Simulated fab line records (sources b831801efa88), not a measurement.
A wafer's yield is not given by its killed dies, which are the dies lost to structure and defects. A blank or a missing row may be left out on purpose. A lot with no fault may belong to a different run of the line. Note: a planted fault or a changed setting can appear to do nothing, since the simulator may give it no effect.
Which tool was responsible? ; flow gf180mcu ; 36 wafers from 12 lots sampled at 3 of the route's 602 steps

== WHAT THE GAUGES READ, wafer by wafer ==
GF_M4_OVL_MEAS_15.
lot;measured;on;M4_OVL (nm)
L075;day 24 07:53;overlay-01;8 -5 6
L077;day 24 15:44;overlay-02;1 -19 1
L079;day 25 07:58;overlay-02;1 -9 -3
L081;day 26 09:26;overlay-01;-7 -13 4
L083;day 26 20:16;overlay-01;-21 -20 -24
L085;day 27 06:48;overlay-01;0 -1 -1
L087;day 27 21:45;overlay-01;-12 -16 -8
L089;day 28 07:28;overlay-01;1 -3 7
L091;day 28 23:56;overlay-01;-1 0 -6
L093;day 29 14:44;overlay-01;9 7 -2
L095;day 29 22:50;overlay-02;-3 3 1
L097;day 30 10:26;overlay-01;-11 -13 -6

== TOOL THAT RAN EACH LOT (tool first, then ch and the chambers of the sampled wafers, then the start) ==
lot;GF_SALICIDE_RTA_08;GF_M3_SPUTTER_00
L075;rtp_anneal-02 ch 0, day 16 00:26;pvd_sputter-01, day 21 07:22
L077;rtp_anneal-02 ch 0, day 16 09:19;pvd_sputter-03, day 21 15:39
L079;rtp_anneal-02 ch 0, day 17 01:46;pvd_sputter-01, day 22 09:28
L081;rtp_anneal-02 ch 0, day 18 04:47;pvd_sputter-01, day 23 13:14
L083;rtp_anneal-02 ch 0, day 18 15:02;pvd_sputter-01, day 24 00:45
L085;rtp_anneal-02 ch 0, day 19 06:26;pvd_sputter-04, day 24 12:44
L087;rtp_anneal-02 ch 0, day 19 20:59;pvd_sputter-03, day 25 04:14
L089;rtp_anneal-01 ch 0, day 20 12:45;pvd_sputter-03, day 25 15:32
L091;rtp_anneal-02 ch 0, day 21 10:11;pvd_sputter-01, day 26 09:20
L093;rtp_anneal-01 ch 0, day 21 23:34;pvd_sputter-01, day 27 01:07
L095;rtp_anneal-02 ch 0, day 22 15:27;pvd_sputter-01, day 27 10:24
L097;rtp_anneal-01 ch 0, day 23 02:37;pvd_sputter-01, day 27 21:36
- GF_SALICIDE_RTA_08: time 30 s.
- GF_M3_SPUTTER_00: material Ti, target thk 37.5 nm, time 150 s.

== THE ANSWER, worked out from the rows above alone ==
Rule: what is usual is taken from the lots themselves. Put in order of their means at a reading, lots are off if they are a third of the lots or fewer, leave a main group of 4 or more, and stand apart from it by a gap of 3 or more times the standard deviation of the main group's means; of several such gaps the widest counts. A main group is skipped when, at the precision printed for the reading in the tables above, its means are all equal. A lot without any number at a reading at which 4 lots or more have one is off too. Where the step has rows for the other lots, those lots are counted as sound.
No lot is off on any of the readings shown, so nothing can be concluded from this.

== WHAT THE SIMULATOR HAD INSERTED ==
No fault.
